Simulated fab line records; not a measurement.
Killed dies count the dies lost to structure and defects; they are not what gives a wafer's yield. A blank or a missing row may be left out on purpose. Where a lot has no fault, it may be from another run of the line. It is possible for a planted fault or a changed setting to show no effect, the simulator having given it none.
Split-lot experiment :: flow gf180mcu :: route with 602 steps; 5 lots, 23 wafers read

SPLIT DETAILS
At GF_V1_SPUTTER_21 (material Ti, target thk 15 nm, time 80.02 s), the setting power-w was moved away from the recipe's 2500 W on 7 of the 23 wafers read, by -11.4% to +11.4%. This setting was run at the recipe's value on the other wafers.

The reading is taken at the split's own step.

THE READING
Ti_of_V1_SPUTTER_21.thk-nm (the simulator's own value, which no gauge read), in nm, at GF_V1_SPUTTER_21 (material Ti, target thk 15 nm, time 80.02 s). No usual value for it is given in the file. The 16 wafers here that ran the recipe average 14.96 nm, standard deviation 0.16 nm.

wafer: L075.1
tool, chamber at the split: pvd-sputter-02, -
power-w as run, W: 2785
against the recipe: +11.4%
Ti_of_V1_SPUTTER_21.thk-nm, nm: 16.46
against lot-mates on the recipe: +1.65

wafer: L075.2
tool, chamber at the split: pvd-sputter-02, -
power-w as run, W: 2500
against the recipe: recipe
Ti_of_V1_SPUTTER_21.thk-nm, nm: 14.9
against lot-mates on the recipe: -

wafer: L075.3
tool, chamber at the split: pvd-sputter-02, -
power-w as run, W: 2500
against the recipe: recipe
Ti_of_V1_SPUTTER_21.thk-nm, nm: 14.86
against lot-mates on the recipe: -

wafer: L075.5
tool, chamber at the split: pvd-sputter-02, -
power-w as run, W: 2785
against the recipe: +11.4%
Ti_of_V1_SPUTTER_21.thk-nm, nm: 16.57
against lot-mates on the recipe: +1.76

wafer: L075.6
tool, chamber at the split: pvd-sputter-02, -
power-w as run, W: 2500
against the recipe: recipe
Ti_of_V1_SPUTTER_21.thk-nm, nm: 14.66
against lot-mates on the recipe: -

wafer: L077.1
tool, chamber at the split: pvd-sputter-02, -
power-w as run, W: 2500
against the recipe: recipe
Ti_of_V1_SPUTTER_21.thk-nm, nm: 15.06
against lot-mates on the recipe: -

wafer: L077.2
tool, chamber at the split: pvd-sputter-02, -
power-w as run, W: 2500
against the recipe: recipe
Ti_of_V1_SPUTTER_21.thk-nm, nm: 14.81
against lot-mates on the recipe: -

wafer: L077.5
tool, chamber at the split: pvd-sputter-02, -
power-w as run, W: 2500
against the recipe: recipe
Ti_of_V1_SPUTTER_21.thk-nm, nm: 14.93
against lot-mates on the recipe: -

wafer: L082.1
tool, chamber at the split: pvd-sputter-02, -
power-w as run, W: 2500
against the recipe: recipe
Ti_of_V1_SPUTTER_21.thk-nm, nm: 14.91
against lot-mates on the recipe: -

wafer: L082.2
tool, chamber at the split: pvd-sputter-02, -
power-w as run, W: 2500
against the recipe: recipe
Ti_of_V1_SPUTTER_21.thk-nm, nm: 15.01
against lot-mates on the recipe: -

wafer: L082.4
tool, chamber at the split: pvd-sputter-02, -
power-w as run, W: 2215
against the recipe: -11.4%
Ti_of_V1_SPUTTER_21.thk-nm, nm: 13.13
against lot-mates on the recipe: -1.78

wafer: L082.5
tool, chamber at the split: pvd-sputter-02, -
power-w as run, W: 2500
against the recipe: recipe
Ti_of_V1_SPUTTER_21.thk-nm, nm: 14.82
against lot-mates on the recipe: -

wafer: L082.6
tool, chamber at the split: pvd-sputter-02, -
power-w as run, W: 2215
against the recipe: -11.4%
Ti_of_V1_SPUTTER_21.thk-nm, nm: 13.16
against lot-mates on the recipe: -1.75

wafer: L083.1
tool, chamber at the split: pvd-sputter-04, -
power-w as run, W: 2500
against the recipe: recipe
Ti_of_V1_SPUTTER_21.thk-nm, nm: 15.11
against lot-mates on the recipe: -

wafer: L083.2
tool, chamber at the split: pvd-sputter-04, -
power-w as run, W: 2500
against the recipe: recipe
Ti_of_V1_SPUTTER_21.thk-nm, nm: 15.24
against lot-mates on the recipe: -

wafer: L083.3
tool, chamber at the split: pvd-sputter-04, -
power-w as run, W: 2500
against the recipe: recipe
Ti_of_V1_SPUTTER_21.thk-nm, nm: 15.1
against lot-mates on the recipe: -

wafer: L083.5
tool, chamber at the split: pvd-sputter-04, -
power-w as run, W: 2500
against the recipe: recipe
Ti_of_V1_SPUTTER_21.thk-nm, nm: 15.23
against lot-mates on the recipe: -

wafer: L083.6
tool, chamber at the split: pvd-sputter-04, -
power-w as run, W: 2500
against the recipe: recipe
Ti_of_V1_SPUTTER_21.thk-nm, nm: 15.06
against lot-mates on the recipe: -

wafer: L084.1
tool, chamber at the split: pvd-sputter-02, -
power-w as run, W: 2626
against the recipe: +5.0%
Ti_of_V1_SPUTTER_21.thk-nm, nm: 15.67
against lot-mates on the recipe: +0.83

wafer: L084.3
tool, chamber at the split: pvd-sputter-02, -
power-w as run, W: 2500
against the recipe: recipe
Ti_of_V1_SPUTTER_21.thk-nm, nm: 14.9
against lot-mates on the recipe: -

wafer: L084.4
tool, chamber at the split: pvd-sputter-02, -
power-w as run, W: 2626
against the recipe: +5.0%
Ti_of_V1_SPUTTER_21.thk-nm, nm: 15.63
against lot-mates on the recipe: +0.79

wafer: L084.5
tool, chamber at the split: pvd-sputter-02, -
power-w as run, W: 2500
against the recipe: recipe
Ti_of_V1_SPUTTER_21.thk-nm, nm: 14.79
against lot-mates on the recipe: -

wafer: L084.6
tool, chamber at the split: pvd-sputter-02, -
power-w as run, W: 2626
against the recipe: +5.0%
Ti_of_V1_SPUTTER_21.thk-nm, nm: 15.6
against lot-mates on the recipe: +0.76

THE FIT
A straight line over all 23 wafers: Ti_of_V1_SPUTTER_21.thk-nm changes by +0.147 nm for each +1% of power-w; r = +0.98; the points scatter about the line by 0.15 nm.
The same after taking each lot's own level away (the mean of its wafers on the recipe; 23 wafers): +0.153 nm for each +1%; r = +1.00; scatter 0.078 nm.
According to that fit, moving power-w by its largest amount changes the reading by 1.7 nm.
Measured against the standard deviation above, the lots' own levels, which go from 14.807 to 15.148 nm, span 2.2 times it.
The two slopes are in agreement: the lot-to-lot level therefore moves the slope only a little.
Check: with one of the wafers moved furthest among these (+11.4%) left out of the fit, the line predicts +1.77 nm for it against its lot-mates. Against them it came out at +1.65 nm.

ADDITIONAL SPLITS CARRIED BY THESE WAFERS
These wafers also went through other splits before the reading. Each is held against what the fit with the lots' levels taken away leaves over:
other split on the same wafers: GF_HV_LDD_IMPLANT_09 dose-cm2
wafers away from the commonest value: 5
r with Ti_of_V1_SPUTTER_21.thk-nm (lot level and that fit taken away): +0.00

other split on the same wafers: GF_HV_LDD_DEVELOP_18 develop-time-s
wafers away from the commonest value: 7
r with Ti_of_V1_SPUTTER_21.thk-nm (lot level and that fit taken away): -0.26

other split on the same wafers: GF_HV_LDD_IMPLANT_21 energy-kev
wafers away from the commonest value: 4
r with Ti_of_V1_SPUTTER_21.thk-nm (lot level and that fit taken away): -0.33

other split on the same wafers: GF_HV_LDD_SOFTBAKE_27 time-s
wafers away from the commonest value: 7
r with Ti_of_V1_SPUTTER_21.thk-nm (lot level and that fit taken away): -0.29

other split on the same wafers: GF_NSD_COAT_02 resist-thk-nm
wafers away from the commonest value: 4
r with Ti_of_V1_SPUTTER_21.thk-nm (lot level and that fit taken away): -0.09

other split on the same wafers: GF_PSD_DEVELOP_06 develop-time-s
wafers away from the commonest value: 7
r with Ti_of_V1_SPUTTER_21.thk-nm (lot level and that fit taken away): -0.06

other split on the same wafers: GF_PSD_STRIP_10 o2-flow-sccm
wafers away from the commonest value: 5
r with Ti_of_V1_SPUTTER_21.thk-nm (lot level and that fit taken away): -0.14

other split on the same wafers: GF_SAB_DEVELOP_08 develop-time-s
wafers away from the commonest value: 10
r with Ti_of_V1_SPUTTER_21.thk-nm (lot level and that fit taken away): -0.05

other split on the same wafers: GF_CONTACT_SPUTTER_22 time-s
wafers away from the commonest value: 6
r with Ti_of_V1_SPUTTER_21.thk-nm (lot level and that fit taken away): -0.33

other split on the same wafers: GF_M1_SPUTTER_00 time-s
wafers away from the commonest value: 11
r with Ti_of_V1_SPUTTER_21.thk-nm (lot level and that fit taken away): +0.08

other split on the same wafers: GF_M1_SPUTTER_04 time-s
wafers away from the commonest value: 10
r with Ti_of_V1_SPUTTER_21.thk-nm (lot level and that fit taken away): -0.11

THE FILE'S OWN FIT
Ti_of_V1_SPUTTER_21.thk-nm changes by +0.153 nm for each +1% of power-w, r = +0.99.
